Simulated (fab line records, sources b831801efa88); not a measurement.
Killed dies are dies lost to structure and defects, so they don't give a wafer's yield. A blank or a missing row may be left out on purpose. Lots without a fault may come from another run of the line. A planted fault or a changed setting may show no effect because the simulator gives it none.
A sampling plan put to the test | flow sky130 | one fab line, 14 faults that these records tell of, each judged on the records of the lots that it struck
The plan is the line's own looks: the steps of the route at which a gauge or an inspection reads the wafer and doesn't change it. A look can be judged if struck wafers have a number there and the file gives its usual mean and standard deviation on fault-free wafers. Caught: at a look after the fault's first step, the mean of the struck wafers lies 4 or more of those standard deviations (sigma) from the usual mean. On the tool: the same test on the tool's own readings at the fault's steps. Another recipe on the struck wafers, or a record that is blank for them alone, also counts as caught.

THE FAULTS, as the simulator had put them in
1. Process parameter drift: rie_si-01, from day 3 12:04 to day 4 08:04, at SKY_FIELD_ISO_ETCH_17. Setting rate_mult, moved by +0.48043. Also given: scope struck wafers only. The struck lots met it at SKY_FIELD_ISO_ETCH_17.
2. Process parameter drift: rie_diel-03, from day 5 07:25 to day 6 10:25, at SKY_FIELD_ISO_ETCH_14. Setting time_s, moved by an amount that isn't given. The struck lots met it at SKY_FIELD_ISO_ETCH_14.
3. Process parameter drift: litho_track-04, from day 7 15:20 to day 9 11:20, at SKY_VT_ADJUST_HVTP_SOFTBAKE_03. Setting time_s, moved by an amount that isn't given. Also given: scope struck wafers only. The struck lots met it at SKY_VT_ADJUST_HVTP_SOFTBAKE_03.
4. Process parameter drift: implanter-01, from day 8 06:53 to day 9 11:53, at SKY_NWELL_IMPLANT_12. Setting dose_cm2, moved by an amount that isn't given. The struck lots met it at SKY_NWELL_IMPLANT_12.
5. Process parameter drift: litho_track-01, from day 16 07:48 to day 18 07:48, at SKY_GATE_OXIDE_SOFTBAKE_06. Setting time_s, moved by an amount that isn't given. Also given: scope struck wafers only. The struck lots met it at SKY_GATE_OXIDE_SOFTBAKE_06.
6. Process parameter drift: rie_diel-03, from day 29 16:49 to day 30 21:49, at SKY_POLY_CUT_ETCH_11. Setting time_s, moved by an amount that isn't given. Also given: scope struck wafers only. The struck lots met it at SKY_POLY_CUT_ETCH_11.
7. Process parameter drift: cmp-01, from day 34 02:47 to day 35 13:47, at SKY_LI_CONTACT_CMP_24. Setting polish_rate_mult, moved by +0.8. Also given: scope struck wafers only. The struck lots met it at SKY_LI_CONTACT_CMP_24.
8. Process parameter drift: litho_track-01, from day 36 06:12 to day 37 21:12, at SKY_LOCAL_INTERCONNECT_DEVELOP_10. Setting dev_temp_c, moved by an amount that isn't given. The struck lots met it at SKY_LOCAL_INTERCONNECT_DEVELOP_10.
9. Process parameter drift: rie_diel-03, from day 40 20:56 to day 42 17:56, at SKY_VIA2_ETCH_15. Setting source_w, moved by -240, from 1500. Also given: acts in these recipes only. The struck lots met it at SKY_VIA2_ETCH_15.
10. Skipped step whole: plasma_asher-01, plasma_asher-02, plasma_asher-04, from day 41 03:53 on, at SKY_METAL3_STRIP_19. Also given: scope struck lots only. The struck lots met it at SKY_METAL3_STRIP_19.
11. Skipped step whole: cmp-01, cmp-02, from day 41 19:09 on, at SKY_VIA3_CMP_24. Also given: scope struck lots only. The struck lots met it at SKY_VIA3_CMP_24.
12. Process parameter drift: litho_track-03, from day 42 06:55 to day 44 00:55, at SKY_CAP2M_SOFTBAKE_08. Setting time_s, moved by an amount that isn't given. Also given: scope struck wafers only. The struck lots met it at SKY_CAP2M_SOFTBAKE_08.
13. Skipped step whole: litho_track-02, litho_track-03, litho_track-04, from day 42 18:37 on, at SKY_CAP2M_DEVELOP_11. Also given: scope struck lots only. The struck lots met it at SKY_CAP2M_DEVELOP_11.
14. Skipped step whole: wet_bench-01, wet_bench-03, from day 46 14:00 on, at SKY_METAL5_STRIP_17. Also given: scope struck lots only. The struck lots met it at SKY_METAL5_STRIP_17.

WHAT THE PLAN SAW
fault | on the tool itself                               | first look that catches it                      | reading, sigma | median hours from its first step to that look | hours from the fault's start to the first struck lot there | judged looks passed uncaught
1     | oes_product_au +44 sigma                         | none of the 3 looks that can be judged after it | -              | -                                             | -                                                          | 3
2     | oes_product_au +12 sigma                         | not the one look that can be judged after it    | -              | -                                             | -                                                          | 1
3     | run_length_s +46 sigma                           | not the one look that can be judged after it    | -              | -                                             | -                                                          | 1
4     | dose_ions_cm2 +73 sigma                          | not the one look that can be judged after it    | -              | -                                             | -                                                          | 1
5     | heater_power_total_W +99 or beyond sigma         | none of the 2 looks that can be judged after it | -              | -                                             | -                                                          | 2
6     | run_length_s +42 sigma                           | no look after it can be judged                  | -              | -                                             | -                                                          | 0
7     | time_to_endpoint_s -12 sigma                     | none of the 2 looks that can be judged after it | -              | -                                             | -                                                          | 2
8     | developer_temp_C +18 sigma                       | not the one look that can be judged after it    | -              | -                                             | -                                                          | 1
9     | rf_fwd_power_W -39 sigma                         | no look after it can be judged                  | -              | -                                             | -                                                          | 0
10    | the tool's record is blank for the struck wafers | no look after it can be judged                  | -              | -                                             | -                                                          | 0
11    | the tool's record is blank for the struck wafers | no look after it can be judged                  | -              | -                                             | -                                                          | 0
12    | heater_power_total_W +49 sigma                   | no look after it can be judged                  | -              | -                                             | -                                                          | 0
13    | the tool's record is blank for the struck wafers | no look after it can be judged                  | -              | -                                             | -                                                          | 0
14    | the tool's record is blank for the struck wafers | no look after it can be judged                  | -              | -                                             | -                                                          | 0
A dash: the fault isn't caught, or these records don't give the number.

Caught at a look: 0 of 14. Caught on the tool: 14 of 14. By one or the other: 14 of 14.
Caught on the tool alone: faults 1, 2, 3, 4, 5, 6, 7, 8, 9, 10, 11, 12, 13, 14.
